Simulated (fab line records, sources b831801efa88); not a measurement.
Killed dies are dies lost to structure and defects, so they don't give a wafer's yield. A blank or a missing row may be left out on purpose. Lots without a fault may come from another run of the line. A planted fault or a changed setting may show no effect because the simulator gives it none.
Split-lot experiment | flow sfq_line | 4 lots, 8 wafers read, on a route of 325 steps

THE SPLIT
At SFQ_TRILAYER_M5_LITHO_COAT_128 (resist thk 62 nm), the setting resist_thk_nm was moved away from the recipe's 62 nm on 2 of the 8 wafers read, by -3.8% to +2.2%. The other wafers ran this setting at the recipe's value.

FROM THE SPLIT TO THE READING: what the file shows between them, 3 steps
- SFQ_TRILAYER_M5_LITHO_COAT_123: resist thk 600 nm
- SFQ_TRILAYER_M5_LITHO_SOFTBAKE_127
- SFQ_TRILAYER_M5_LITHO_DEVELOP_125: time 60 s

THE READING
etch.depth_nm (the simulator's own value, which no gauge read), in nm, at SFQ_TRILAYER_M5_BARC_OPEN_METAL_ETCH_161 (etches BARC in O2, target depth 125 nm, time 41.7 s). The file gives no usual value for it. The 6 wafers here that ran the recipe average 62.02 nm, standard deviation 0.18 nm.

wafer  | tool, chamber at the split | resist_thk_nm as run, nm | against the recipe | etch.depth_nm, nm | against lot-mates on the recipe
L076.6 | litho_track-02, 0          | 62                       | recipe             | 62.36             | -
L077.2 | litho_track-03, 0          | 63.38                    | +2.2%              | 63.34             | +1.31
L077.5 | litho_track-03, 0          | 62                       | recipe             | 62.03             | -
L081.3 | litho_track-03, 0          | 62                       | recipe             | 61.88             | -
L081.5 | litho_track-03, 0          | 59.64                    | -3.8%              | 59.48             | -2.40
L083.1 | litho_track-03, 0          | 62                       | recipe             | 61.9              | -
L083.3 | litho_track-03, 0          | 62                       | recipe             | 62.12             | -
L083.4 | litho_track-03, 0          | 62                       | recipe             | 61.83             | -

THE FIT
A straight line over all 8 wafers: etch.depth_nm changes by +0.646 nm for each +1% of resist_thk_nm; r = +0.99; the points scatter about the line by 0.19 nm.
The same after taking each lot's own level away (the mean of its wafers on the recipe; 8 wafers): +0.619 nm for each +1%; r = +1.00; scatter 0.092 nm.
On that fit, the largest move of resist_thk_nm shifts the reading by 2.4 nm.
The lots' own levels span 61.880 to 62.360 nm, that is 2.7 times the standard deviation above.
So the lot-to-lot level changes the slope little: the two slopes agree.
Check: with one of the wafers moved furthest among these (-3.8%) left out of the fit, the line predicts -2.24 nm for it against its lot-mates. It came out at -2.4 nm against them.

THE WHOLE CHAIN: every reading that the file lists as answering this split, in the file's order
step                                     | what it does                                        | reading                                                                                    | change (the file's fit)               | r (the file's)
SFQ_TRILAYER_M5_LITHO_COAT_128           | resist thk 62 nm                                    | BARC_of_TRILAYER_M5_LITHO_COAT_128.thk_nm (the simulator's own value, which no gauge read) | +0.599 nm for each +1% of the setting | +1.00
SFQ_TRILAYER_M5_BARC_OPEN_METAL_ETCH_161 | etches BARC in O2, target depth 125 nm, time 41.7 s | etch.depth_nm (the simulator's own value, which no gauge read)                             | +0.619 nm for each +1% of the setting | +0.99

THE FILE'S OWN FIT
etch.depth_nm changes by +0.619 nm for each +1% of resist_thk_nm, r = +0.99.
